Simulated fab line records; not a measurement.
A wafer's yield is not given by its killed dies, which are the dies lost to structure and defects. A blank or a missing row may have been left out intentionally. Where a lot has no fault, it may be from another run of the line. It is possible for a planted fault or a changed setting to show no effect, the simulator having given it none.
Comparing a struck lot with a sound one ; flow gf180mcu ; 13 steps out of a route of 602
Sound: the wafers L728.1, L728.2, L728.6. Struck: wafers L734.1, L734.2, L734.5. At the end, the cause is stated.
For every step that has rows: the tool of each side, followed by ch and its chambers, followed by its first start. Under that, the readings that differ: sound wafers ; struck wafers ; difference of the means ; sigmas: that difference in standard deviations of wafers without a fault.
alike: same words and numbers on both sides, and readings whose means sit less than 2 such deviations apart. not compared: any withheld reading, any reading some wafer has no value for, any bound like >300 that may hide the same value, and any number with overlapping values for which the record gives no deviation.
The two part at a step that has a row with sigmas, a row that says differs or no value, or rows on one side only. Numbers that don't overlap but have no deviation are shown without sigmas and don't part them. A reading that every wafer of one side lacks parts them only if that side has two wafers or more.

GF_V3_CD_MEAS_14: the cd target is 260 nm.
  struck on cd_sem-01, day 25 06:52; sound on cd_sem-01, day 22 18:49
  alike: cd_nm
GF_V3_OVL_MEAS_15:
  struck on overlay-02, day 25 06:59; sound on overlay-01, day 22 18:56
  alike: V3_OVL
GF_V3_ETCH_16: etches BARC in N2/H2.
  sound on rie_diel-03 ch 0,1,3, day 22 18:59; struck on rie_diel-01 ch 1,2, day 25 07:02
  alike: drypump_motor_current_A, n2_flow_sccm, oes_product_au, throttle_valve_pct
GF_V3_ETCH_17: etches SiO2 in C4F8/O2/Ar, stops on TiN, target depth 635 nm.
  sound: rie_diel-03 ch 0,1,3; struck: rie_diel-01 ch 1,2
  alike: oes_product_au
GF_V3_STRIP_18: strips in O2/N2.
  sound on plasma_asher-02 ch 0,1, day 22 19:07; struck on plasma_asher-03 ch 0,1, day 25 07:10
  alike: drypump_motor_current_A, heater_power_w, n2_flow_sccm, oes_product_au
  not compared: rf_hours_counter_h
then, 2 steps without rows for these wafers: GF_V3_STRIP_19 (strips in post etch residue remover, time 1200 s); GF_V3_CLEAN_20 (cleans in DIW).
GF_V3_SPUTTER_21: material Ti, target thk 15 nm, time 80.02 s.
  struck on pvd_sputter-04, day 25 07:41; sound on pvd_sputter-02, day 22 19:38
  alike: throttle_valve_pct
GF_V3_SPUTTER_22: material TiN, target thk 10 nm, time 40 s.
  struck on pvd_sputter-04, day 25 07:45; sound on pvd_sputter-02, day 22 19:42
  alike: throttle_valve_pct
then, 1 step without rows for these wafers: GF_V3_CVD_23 (deposits W, target thk 350 nm, time 104.9 s).
GF_V3_RS_MEAS_24: a four-point-probe measurement.
  struck on film_metro-03, day 25 07:54; sound on film_metro-04, day 22 19:52
  alike: V3_W_RS
GF_V3_THK_MEAS_25: measures by xrf.
  struck on film_metro-03, day 25 08:01; sound on film_metro-04, day 22 19:59
  alike: V3_W_THK
GF_V3_CMP_26: polishes, stops on SiO2, t overpolish 15 s, target thk 0 nm.
  sound on cmp-01 ch 1,3, day 22 20:02; struck on cmp-01 ch 1,2,3, day 25 08:05
  no value came back on the struck wafers for any of 7 readings (edge_zone_pressure_frac, head_pressure_psi (psi) and others); on the sound wafers edge_zone_pressure_frac reads 0.999 1.000 0.999
reading;sound;struck;difference;sigmas
model.W_of_V3_CVD_23.thk_nm (nm);0 0 0;348.6 350 351.6;+350.1;
model.SiO2_of_V3_CVD_02.thk_nm (nm);629.5 630 628.3;633.2 633.7 634.1;+4.4;

## WHERE THEY PART
At GF_V3_CMP_26 and nowhere else, as far as this record goes.

WHY: what had been put in by the simulator
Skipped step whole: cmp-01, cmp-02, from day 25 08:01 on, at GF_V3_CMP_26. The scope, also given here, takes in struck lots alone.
